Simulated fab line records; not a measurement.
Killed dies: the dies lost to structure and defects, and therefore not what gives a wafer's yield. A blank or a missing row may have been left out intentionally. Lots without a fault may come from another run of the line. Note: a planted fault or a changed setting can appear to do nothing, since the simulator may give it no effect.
Which tool was responsible?	flow sky130	route of 708 steps, sampled at 1 step: 7 lots, 21 wafers

== WHAT THE GAUGES READ, wafer by wafer ==
SKY_SONOS_ONO_THK_MEAS_05.
lot	measured	on	SONOS_ONO_CVD_04_THK (nm)
L266	day 12 01:20	film_metro-02	5.69 5.58 5.73
L272	day 14 05:01	film_metro-01	5.81 5.82 5.76
L274	day 14 12:36	film_metro-01	5.88 5.74 5.75
L276	day 15 06:34	film_metro-01	5.87 5.73 5.82
L280	day 16 06:11	film_metro-03	5.67 5.72 5.68
L281	day 17 04:59	film_metro-01	5.51 5.63 5.79
L288	day 19 14:36	film_metro-01	5.71 5.71 5.76

== EACH LOT AND THE TOOL THAT RAN IT (in order: tool; ch and the chambers of the sampled wafers; start) ==
The record holds no process step before these readings.

== THE ANSWER, worked out from the rows above alone ==
Rule: the usual values come from the lots themselves. The widest of any qualifying gaps counts: lots, ordered by their means at a reading, are off when they make up no more than a third of the lots, leave a main group of 4 or more, and stand apart from it by 3 or more times the standard deviation of that group's means. If all means in a main group match to the digits the tables above print for the reading, that group is not used. A lot without any number at a reading at which 4 lots or more have one is off too. The other lots that the step has rows for count as sound.
No lot is off on any of the readings shown, so nothing can be concluded from this.

== WHAT WAS PUT IN BY THE SIMULATOR ==
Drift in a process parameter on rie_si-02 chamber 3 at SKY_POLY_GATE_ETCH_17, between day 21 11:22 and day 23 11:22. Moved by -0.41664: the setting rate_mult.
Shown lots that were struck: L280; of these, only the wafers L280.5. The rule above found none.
